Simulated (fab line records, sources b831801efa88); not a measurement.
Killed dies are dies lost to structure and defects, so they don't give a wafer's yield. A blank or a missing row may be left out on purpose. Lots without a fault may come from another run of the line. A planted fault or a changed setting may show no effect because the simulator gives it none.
fab line records | flow sky130
record lots=24 wafers=72 last_day=50
route steps=708 shown VT_ADJUST_LVTN@115 VT_ADJUST_PCH@152 GATE_OXIDE@189 POLY_GATE@218 LDD_HVP@288 METAL3@534
lots that met no fault: from a run of the same line without faults
start_h: hours from the record's first day to the start of the lot's first wafer shown | wait_h: hours since the lot's step before | " the same as in the row above | L1.1+2: a row that stands for several wafers | - no value, or no start given | * or withheld: withheld | < > ~ a bound
route shown NAME@n: a module of which the file shows steps, and the number in the route of the first | usual: mean/standard deviation of fault-free wafers | same: alike in all rows | chamber/n: place in a boat | sites: the reading at each site | _std_site: their standard deviation | _edge_site: outer sites' mean less inner sites' | radius_mm: how far each site lies from the wafer's centre | mask NAME#n: copy n | behind: the tool/chamber that last shaped the wafer | hold: why the lot was held/for how many hours/how that ended | device: the transistor (n, p or np) that didn't switch | end of line: the same wafers' tests at the end of the route | a step without rows: its recipe alone | killed: dies lost to structure and defects at the first sort, not the wafer's yield | map: a wafer's dies, x killed, . not, _ none there
set.NAME: the setting as run; set.NAME@STEP: as run at that earlier step | model.NAME: the simulator's own value behind a step, which no gauge read
steps of the route over a sample of lots; a table a step, a row a wafer
services: from which hour (start_h, from the record's first day; less than 0 if before it) a tool's chamber was out of use, for how many hours, and why
## steps
# step SKY_VT_ADJUST_LVTN_OVL_MEAS_18
# usual VT_ADJUST_LVTN_01_OVL=0.5/1.2
# columns lot.wafer tool chamber start_h wait_h VT_ADJUST_LVTN_01_OVL[nm]
L074.1 overlay-01 - 161.97 0.1 -1.3
L074.2 " - " " -0.7
L074.5 " - " " -1.5
L075.1 overlay-01 - 169.23 0.1 0.1
L075.2 " - " " -0.4
L075.4 " - " " 0.5
L076.3 overlay-02 - 177.95 0.1 2.5
L076.5 " - " " 2.1
L076.6 " - " " 0.8
L077.1 overlay-02 - 184.08 0.1 2.3
L077.4 " - " " 2.5
L077.5 " - " " 2.6
L078.2 overlay-02 - 190.29 0.1 0.5
L078.3 " - " " 0.9
L078.5 " - " " 0.7
L079.2 overlay-02 - 193.14 0.1 1.7
L079.4 " - " " 0.1
L079.6 " - " " -1.4
L080.1 overlay-02 - 204.19 0.1 1.9
L080.2 " - " " 1.6
L080.4 " - " " 0.7
L081.4 overlay-01 - 211.08 0.1 1.0
L081.5 " - " " -0.2
L081.6 " - " " 2.1
L082.1 overlay-02 - 214.06 0.1 -0.6
L082.2 " - " " 0.1
L082.6 " - " " -1.0
L083.2 overlay-02 - 219.44 0.1 1.8
L083.3 " - " " 1.8
L083.5 " - " " 0.6
L084.2 overlay-02 - 227.69 0.1 0.6
L084.4 " - " " 0.8
L084.6 " - " " -0.9
L085.3 overlay-02 - 236.93 0.1 0.5
L085.4 " - " " -0.6
L085.6 " - " " 3.3
L086.1 overlay-01 - 240.16 0.1 -0.4
L086.4 " - " " 0.3
L086.5 " - " " 0.0
L087.2 overlay-02 - 248.14 0.1 0.9
L087.3 " - " " -0.6
L087.5 " - " " 1.8
L088.1 overlay-02 - 258.29 0.1 0.2
L088.3 " - " " -0.5
L088.4 " - " " 2.3
L089.2 overlay-01 - 268.09 0.1 1.3
L089.3 " - " " 0.9
L089.4 " - " " 2.5
L090.2 overlay-01 - 275.70 0.1 1.1
L090.4 " - " " -0.6
L090.6 " - " " 0.0
L091.1 overlay-02 - 275.78 0.1 -1.4
L091.3 " - " " 0.9
L091.4 " - " " 1.6
L092.1 overlay-02 - 279.41 0.1 -0.3
L092.4 " - " " -1.2
L092.5 " - " " -0.7
L093.1 overlay-01 - 290.23 0.1 -1.5
L093.2 " - " " -1.3
L093.4 " - " " -1.1
L094.1 overlay-01 - 300.39 0.1 0.3
L094.4 " - " " 1.4
L094.5 " - " " -1.2
L095.2 overlay-02 - 307.92 0.1 -0.2
L095.3 " - " " 2.0
L095.4 " - " " 0.6
L096.1 overlay-01 - 316.26 0.1 -0.8
L096.2 " - " " -1.5
L096.4 " - " " -0.6
L097.1 overlay-01 - 324.19 0.1 1.8
L097.4 " - " " 1.1
L097.6 " - " " 1.2
# step SKY_VT_ADJUST_PCH_STRIP_09
# recipe chemistry=O2/N2 power_w=1400 pressure_mtorr=1500 platen_temp_c=withheld o2_flow_sccm=3000 n2_flow_sccm=300 overash_fraction=0.5
# usual drypump_motor_current_A=5.9/0.46 oes_product_au=0.722/0.0051 strip_time_to_endpoint_s=36.93/0.12
# columns lot.wafer tool chamber start_h wait_h drypump_motor_current_A oes_product_au rf_hours_counter_h strip_time_to_endpoint_s
L074.1 plasma_asher-04 1 227.46 0.1 5.9 0.730 54 36.78
L074.2 " 0 " " 5.6 0.721 54 36.70
L074.5 " 1 " " 5.9 0.720 - 36.79
L075.1 plasma_asher-04 1 235.56 0.1 5.9 0.720 56 36.80
L075.2 " 0 " " 5.5 0.724 56 36.84
L075.4 " 0 " " 5.6 0.723 - 36.87
L076.3 plasma_asher-02 1 243.50 0.1 5.1 0.731 - 36.74
L076.5 " 1 " " 5.1 0.721 - 36.75
L076.6 " 0 " " 6.6 0.726 - 36.70
L077.1 plasma_asher-03 1 251.05 0.1 5.8 0.726 14 37.05
L077.4 " 1 " " 5.8 0.727 - 36.92
L077.5 " 1 " " 5.8 0.716 - 37.00
L078.2 plasma_asher-03 1 259.81 0.1 5.8 0.714 15 37.05
L078.3 " 0 " " 6.1 0.719 - 37.23
L078.5 " 1 " " 5.8 0.722 - 37.00
L079.2 plasma_asher-04 1 262.11 0.1 5.9 0.729 58 36.90
L079.4 " 1 " " 5.9 0.717 - 36.87
L079.6 " 1 " " 5.9 0.716 - 36.76
L080.1 plasma_asher-03 0 274.67 0.1 6.2 0.719 16 36.83
L080.2 " 1 " " 5.8 0.718 16 36.80
L080.4 " 0 " " 6.3 0.720 - 36.78
L081.4 plasma_asher-03 1 280.98 0.1 5.8 0.719 - 37.04
L081.5 " 1 " " 5.8 0.719 - 36.95
L081.6 " 0 " " 6.2 0.713 - 36.88
L082.1 plasma_asher-03 1 284.72 0.1 5.8 0.715 17 36.95
L082.2 " 0 " " 6.2 0.724 17 36.90
L082.6 " 1 " " 5.8 0.718 - 36.79
L083.2 plasma_asher-02 1 288.72 0.1 5.1 0.717 50 36.95
L083.3 " 1 " " 5.1 0.723 - 36.90
L083.5 " 0 " " 6.7 0.719 - 37.00
L084.2 plasma_asher-04 0 300.20 0.1 5.6 0.727 61 36.84
L084.4 " 0 " " 5.5 0.725 - 36.84
L084.6 " 0 " " 5.5 0.721 - 36.81
L085.3 plasma_asher-02 1 310.75 0.1 5.1 0.725 - 37.02
L085.4 " 0 " " 6.7 0.719 - 37.04
L085.6 " 0 " " 6.6 0.732 - 37.03
L086.1 plasma_asher-03 0 314.01 0.1 6.2 0.726 20 36.81
L086.4 " 1 " " 5.8 0.716 - 36.80
L086.5 " 0 " " 6.2 0.717 - 36.75
L087.2 plasma_asher-02 0 322.40 0.1 6.6 0.731 53 37.02
L087.3 " 0 " " 6.7 0.724 - 37.01
L087.5 " 0 " " 6.6 0.718 - 37.16
L088.1 plasma_asher-04 0 334.26 0.1 5.6 0.721 65 36.97
L088.3 " 0 " " 5.6 0.716 - 37.06
L088.4 " 1 " " 5.9 0.731 - 36.92
L089.2 plasma_asher-04 0 345.07 0.1 5.6 0.735 66 36.92
L089.3 " 1 " " 5.9 0.721 - 36.89
L089.4 " 0 " " 5.5 0.729 - 36.91
L090.2 plasma_asher-02 0 352.95 0.1 6.6 0.719 56 36.96
L090.4 " 0 " " 6.6 0.725 - 37.02
L090.6 " 1 " " 5.1 0.718 - 36.99
L091.1 plasma_asher-03 1 353.51 0.1 5.8 0.716 24 37.19
L091.3 " 1 " " 5.8 0.721 - 37.03
L091.4 " 0 " " 6.2 0.729 - 37.11
L092.1 plasma_asher-02 1 357.61 0.1 5.1 0.713 57 36.84
L092.4 " 1 " " 5.1 0.726 - 36.94
L092.5 " 1 " " 5.1 0.714 - 36.93
L093.1 plasma_asher-04 1 370.45 0.1 5.9 0.727 68 36.91
L093.2 " 0 " " 5.5 0.720 68 37.00
L093.4 " 0 " " 5.5 0.729 - 36.90
L094.1 plasma_asher-02 1 381.41 0.1 5.1 0.715 59 36.87
L094.4 " 0 " " 6.6 0.725 - 36.89
L094.5 " 1 " " 5.1 0.729 - 36.93
L095.2 plasma_asher-03 0 390.92 0.1 6.2 0.728 28 36.88
L095.3 " 1 " " 5.8 0.722 - 37.00
L095.4 " 0 " " 6.2 0.725 - 36.94
L096.1 plasma_asher-04 1 399.90 0.1 5.9 0.717 71 37.13
L096.2 " 0 " " 5.6 0.713 71 36.97
L096.4 " 1 " " 5.9 0.717 - 37.12
L097.1 plasma_asher-03 1 409.20 0.1 5.8 0.719 29 37.19
L097.4 " 1 " " 5.8 0.716 - 37.13
L097.6 " 0 " " 6.2 0.721 - 37.02
# step SKY_GATE_OXIDE_THK_MEAS_02
# recipe reads=SiO2_of_GATE_OXIDE_OXIDATION_01
# usual GATE_OXIDE_OXIDATION_00_THK=10.28/0.16
# columns lot.wafer tool chamber start_h wait_h GATE_OXIDE_OXIDATION_00_THK[nm]
L074.1 film_metro-01 - 282.75 0.0 10.52
L074.2 " - " " 10.34
L074.5 " - " " 10.54
L075.1 film_metro-01 - 293.04 0.0 10.31
L075.2 " - " " 10.34
L075.4 " - " " 10.17
L076.3 film_metro-03 - 301.03 0.0 10.19
L076.5 " - " " 10.26
L076.6 " - " " 10.43
L077.1 film_metro-01 - 310.71 0.0 10.17
L077.4 " - " " 10.22
L077.5 " - " " 10.17
L078.2 film_metro-02 - 318.05 0.0 10.44
L078.3 " - " " 10.41
L078.5 " - " " 10.33
L079.2 film_metro-02 - 322.98 0.0 10.48
L079.4 " - " " 10.46
L079.6 " - " " 10.49
L080.1 film_metro-03 - 336.29 0.0 10.16
L080.2 " - " " 10.08
L080.4 " - " " 10.18
L081.4 film_metro-02 - 344.52 0.0 10.45
L081.5 " - " " 10.28
L081.6 " - " " 10.46
L082.1 film_metro-01 - 349.96 0.0 9.90
L082.2 " - " " 10.24
L082.6 " - " " 10.06
L083.2 film_metro-02 - 350.60 0.0 10.29
L083.3 " - " " 10.09
L083.5 " - " " 10.47
L084.2 film_metro-03 - 363.50 0.0 10.32
L084.4 " - " " 10.33
L084.6 " - " " 10.42
L085.3 film_metro-01 - 372.90 0.0 10.50
L085.4 " - " " 10.43
L085.6 " - " " 10.50
L086.1 film_metro-02 - 376.54 0.0 10.03
L086.4 " - " " 10.04
L086.5 " - " " 10.01
L087.2 film_metro-03 - 384.93 0.0 10.38
L087.3 " - " " 10.38
L087.5 " - " " 10.41
L088.1 film_metro-03 - 397.61 0.0 10.23
L088.3 " - " " 10.24
L088.4 " - " " 10.30
L089.2 film_metro-01 - 408.63 0.0 10.35
L089.3 " - " " 10.28
L089.4 " - " " 10.50
L091.1 film_metro-03 - 420.27 0.0 10.27
L091.3 " - " " 10.40
L091.4 " - " " 10.38
L090.2 film_metro-02 - 420.28 0.0 10.12
L090.4 " - " " 10.01
L090.6 " - " " 10.12
L092.1 film_metro-03 - 424.57 0.0 10.12
L092.4 " - " " 10.24
L092.5 " - " " 10.19
L093.1 film_metro-02 - 438.47 0.0 10.38
L093.2 " - " " 10.39
L093.4 " - " " 10.42
L094.1 film_metro-01 - 450.08 0.0 10.09
L094.4 " - " " 10.06
L094.5 " - " " 10.05
L095.2 film_metro-02 - 461.22 0.0 10.54
L095.3 " - " " 10.26
L095.4 " - " " 10.38
L096.1 film_metro-02 - 468.49 0.0 10.28
L096.2 " - " " 10.22
L096.4 " - " " 10.48
L097.1 film_metro-02 - 479.46 0.0 10.27
L097.4 " - " " 10.28
L097.6 " - " " 10.14
# step SKY_POLY_GATE_THK_MEAS_04
# recipe reads=Si3N4_of_POLY_GATE_CVD_03
# usual POLY_GATE_CVD_03_THK=75.0/0.66
# columns lot.wafer tool chamber start_h wait_h POLY_GATE_CVD_03_THK[nm]
L074.1 film_metro-04 - 340.40 0.0 74.2
L074.2 " - " " 74.5
L074.5 " - " " 73.9
L075.1 film_metro-02 - 352.46 0.0 74.8
L075.2 " - " " 74.7
L075.4 " - " " 74.5
L076.3 film_metro-04 - 358.40 0.0 75.7
L076.5 " - " " 75.5
L076.6 " - " " 75.3
L077.1 film_metro-01 - 371.09 0.0 74.5
L077.4 " - " " 75.0
L077.5 " - " " 74.7
L078.2 film_metro-04 - 377.60 0.0 73.9
L078.3 " - " " 74.3
L078.5 " - " " 73.9
L079.2 film_metro-04 - 386.68 0.0 75.2
L079.4 " - " " 75.0
L079.6 " - " " 74.5
L080.1 film_metro-01 - 397.54 0.0 73.8
L080.2 " - " " 73.2
L080.4 " - " " 74.3
L081.4 film_metro-02 - 405.92 0.0 75.4
L081.5 " - " " 75.8
L081.6 " - " " 75.3
L082.1 film_metro-02 - 411.64 0.0 74.7
L082.2 " - " " 73.8
L082.6 " - " " 74.0
L083.2 film_metro-01 - 414.85 0.0 75.2
L083.3 " - " " 74.9
L083.5 " - " " 75.5
L084.2 film_metro-04 - 427.36 0.0 76.3
L084.4 " - " " 75.6
L084.6 " - " " 75.6
L085.3 film_metro-02 - 442.22 0.0 74.9
L085.4 " - " " 75.2
L085.6 " - " " 75.9
L086.1 film_metro-02 - 443.56 0.0 75.8
L086.4 " - " " 75.6
L086.5 " - " " 76.3
L087.2 film_metro-04 - 450.95 0.0 75.8
L087.3 " - " " 75.6
L087.5 " - " " 75.6
L088.1 film_metro-02 - 467.95 0.0 76.6
L088.3 " - " " 76.3
L088.4 " - " " 76.0
L089.2 film_metro-02 - 474.79 0.0 74.7
L089.3 " - " " 74.4
L089.4 " - " " 75.3
L090.2 film_metro-04 - 486.66 0.0 74.8
L090.4 " - " " 74.4
L090.6 " - " " 74.2
L091.1 film_metro-04 - 488.01 0.0 74.6
L091.3 " - " " 75.0
L091.4 " - " " 75.0
L092.1 film_metro-01 - 492.99 0.0 74.4
L092.4 " - " " 74.0
L092.5 " - " " 74.5
L093.1 film_metro-04 - 505.15 0.0 74.8
L093.2 " - " " 74.5
L093.4 " - " " 74.6
L094.1 film_metro-04 - 516.15 0.0 74.6
L094.4 " - " " 74.5
L094.5 " - " " 74.8
L095.2 film_metro-04 - 527.64 0.0 75.4
L095.3 " - " " 76.2
L095.4 " - " " 75.8
L096.1 film_metro-01 - 534.29 0.0 75.2
L096.2 " - " " 74.6
L096.4 " - " " 75.5
L097.1 film_metro-01 - 547.00 0.0 74.9
L097.4 " - " " 74.9
L097.6 " - " " 75.0
# step SKY_LDD_HVP_TW_MEAS_10
# usual LDD_HVP_TW=457/7.1
# columns lot.wafer tool chamber start_h wait_h LDD_HVP_TW
L074.1 film_metro-03 - 492.97 0.1 457
L074.2 " - " " 456
L074.5 " - " " 454
L075.1 film_metro-04 - 506.82 0.1 463
L075.2 " - " " 466
L075.4 " - " " 462
L076.3 film_metro-03 - 513.02 0.1 454
L076.5 " - " " 451
L076.6 " - " " 456
L077.1 film_metro-03 - 526.92 0.1 454
L077.4 " - " " 456
L077.5 " - " " 458
L078.2 film_metro-02 - 533.82 0.1 448
L078.3 " - " " 447
L078.5 " - " " 448
L079.2 film_metro-04 - 542.78 0.1 469
L079.4 " - " " 468
L079.6 " - " " 471
L080.1 film_metro-04 - 552.91 0.1 469
L080.2 " - " " 466
L080.4 " - " " 467
L081.4 film_metro-03 - 561.65 0.1 456
L081.5 " - " " 453
L081.6 " - " " 455
L082.1 film_metro-02 - 566.01 0.1 446
L082.2 " - " " 450
L082.6 " - " " 449
L083.2 film_metro-03 - 572.07 0.1 453
L083.3 " - " " 455
L083.5 " - " " 453
L084.2 film_metro-02 - 583.86 0.1 451
L084.4 " - " " 450
L084.6 " - " " 448
L085.3 film_metro-02 - 597.65 0.1 447
L085.4 " - " " 450
L085.6 " - " " 448
L086.1 film_metro-04 - 597.68 0.1 463
L086.4 " - " " 465
L086.5 " - " " 463
L087.2 film_metro-04 - 605.71 0.1 467
L087.3 " - " " 464
L087.5 " - " " 465
L088.1 film_metro-03 - 621.41 0.1 457
L088.3 " - " " 456
L088.4 " - " " 455
L089.2 film_metro-02 - 627.48 0.1 447
L089.3 " - " " 447
L089.4 " - " " 449
L090.2 film_metro-04 - 638.88 0.1 462
L090.4 " - " " 464
L090.6 " - " " 468
L091.1 film_metro-03 - 640.37 0.1 458
L091.3 " - " " 456
L091.4 " - " " 456
L092.1 film_metro-04 - 642.60 0.1 464
L092.4 " - " " 464
L092.5 " - " " 465
L093.1 film_metro-02 - 655.42 0.1 451
L093.2 " - " " 449
L093.4 " - " " 450
L094.1 film_metro-04 - 666.76 0.1 467
L094.4 " - " " 464
L094.5 " - " " 466
L095.2 film_metro-03 - 678.08 0.1 455
L095.3 " - " " 456
L095.4 " - " " 455
L096.1 film_metro-03 - 682.27 0.1 457
L096.2 " - " " 456
L096.4 " - " " 455
L097.1 film_metro-02 - 696.42 0.1 450
L097.4 " - " " 447
L097.6 " - " " 450
# step SKY_METAL3_SPUTTER_02
# recipe material=AlCu target_thk_nm=735 power_w=10600 time_s=39.1 chamber_pressure_pa=0.4
# usual throttle_valve_pct=29.5/1.3
# columns lot.wafer tool chamber start_h wait_h throttle_valve_pct
L074.1 pvd_sputter-01 - 847.94 0.0 29.9
L074.2 " - " " 28.4
L074.5 " - " " 27.6
L075.1 pvd_sputter-01 - 858.39 0.0 28.6
L075.2 " - " " 29.9
L075.4 " - " " 29.1
L076.3 pvd_sputter-04 - 865.99 0.0 30.7
L076.5 " - " " 30.6
L076.6 " - " " 27.8
L077.1 pvd_sputter-04 - 879.55 0.0 27.5
L077.4 " - " " 30.9
L077.5 " - " " 30.7
L078.2 pvd_sputter-04 - 881.66 0.0 30.3
L078.3 " - " " 27.5
L078.5 " - " " 27.1
L079.2 pvd_sputter-01 - 890.36 0.0 29.4
L079.4 " - " " 27.9
L079.6 " - " " 29.8
L080.1 pvd_sputter-03 - 899.64 0.0 30.7
L080.2 " - " " 31.3
L080.4 " - " " 31.7
L081.4 pvd_sputter-01 - 906.13 0.0 29.2
L081.5 " - " " 28.7
L081.6 " - " " 27.9
L082.1 pvd_sputter-01 - 908.80 0.0 29.5
L082.2 " - " " 29.7
L082.6 " - " " 27.9
L083.2 pvd_sputter-04 - 917.82 0.0 27.2
L083.3 " - " " 30.6
L083.5 " - " " 30.7
L084.2 pvd_sputter-01 - 925.10 0.0 28.6
L084.4 " - " " 28.0
L084.6 " - " " 27.5
L085.3 pvd_sputter-01 - 936.79 0.0 29.4
L085.4 " - " " 27.6
L085.6 " - " " 29.9
L086.1 pvd_sputter-01 - 939.07 0.0 29.8
L086.4 " - " " 29.1
L086.5 " - " " 30.0
L087.2 pvd_sputter-04 - 943.66 0.0 31.1
L087.3 " - " " 30.6
L087.5 " - " " 30.4
L088.1 pvd_sputter-01 - 956.48 0.0 28.1
L088.3 " - " " 28.4
L088.4 " - " " 29.3
L089.2 pvd_sputter-03 - 961.70 0.0 31.4
L089.3 " - " " 29.0
L089.4 " - " " 30.8
L090.2 pvd_sputter-01 - 972.38 0.0 28.8
L090.4 " - " " 29.6
L090.6 " - " " 27.7
L091.1 pvd_sputter-03 - 974.40 0.0 31.4
L091.3 " - " " 29.3
L091.4 " - " " 30.7
L092.1 pvd_sputter-03 - 975.93 0.0 30.8
L092.4 " - " " 29.2
L092.5 " - " " 30.9
L093.1 pvd_sputter-04 - 985.95 0.0 31.1
L093.2 " - " " 30.5
L093.4 " - " " 31.2
L094.1 pvd_sputter-04 - 992.72 0.0 30.2
L094.4 " - " " 30.3
L094.5 " - " " 30.4
L095.2 pvd_sputter-01 - 1003.65 0.0 27.7
L095.3 " - " " 29.2
L095.4 " - " " 29.7
L096.1 pvd_sputter-04 - 1006.13 0.0 30.3
L096.2 " - " " 30.4
L096.4 " - " " 31.0
L097.1 pvd_sputter-04 - 1020.95 0.0 27.3
L097.4 " - " " 30.3
L097.6 " - " " 31.1
## services
# columns tool chamber start_h hours kind
pvd_sputter-01 - 255.81 4.0 repair
pvd_sputter-01 - 319.91 0.7 repair
pvd_sputter-04 - 369.87 1.4 repair
plasma_asher-04 - 376.45 1.0 repair
plasma_asher-03 - 395.01 2.8 pm
pvd_sputter-04 - 400.83 0.5 repair
plasma_asher-04 - 410.64 1.4 repair
plasma_asher-03 - 425.09 14.6 pm
pvd_sputter-04 - 555.72 1.7 repair
pvd_sputter-04 - 565.91 15.3 repair
plasma_asher-03 - 589.92 9.5 repair
plasma_asher-03 - 596.00 1.1 repair
pvd_sputter-01 - 612.61 5.2 repair
pvd_sputter-04 - 620.67 2.4 repair
pvd_sputter-04 - 669.14 3.8 repair
pvd_sputter-01 - 702.01 3.4 repair
plasma_asher-03 - 753.02 3.6 repair
pvd_sputter-01 - 778.26 2.4 repair
pvd_sputter-04 - 929.15 1.2 repair
pvd_sputter-01 - 964.88 5.1 repair
pvd_sputter-01 - 975.40 0.6 repair
pvd_sputter-01 - 992.24 2.5 repair
pvd_sputter-04 - 1007.05 11.3 repair
pvd_sputter-01 - 1015.50 1.3 repair
## key
fault none
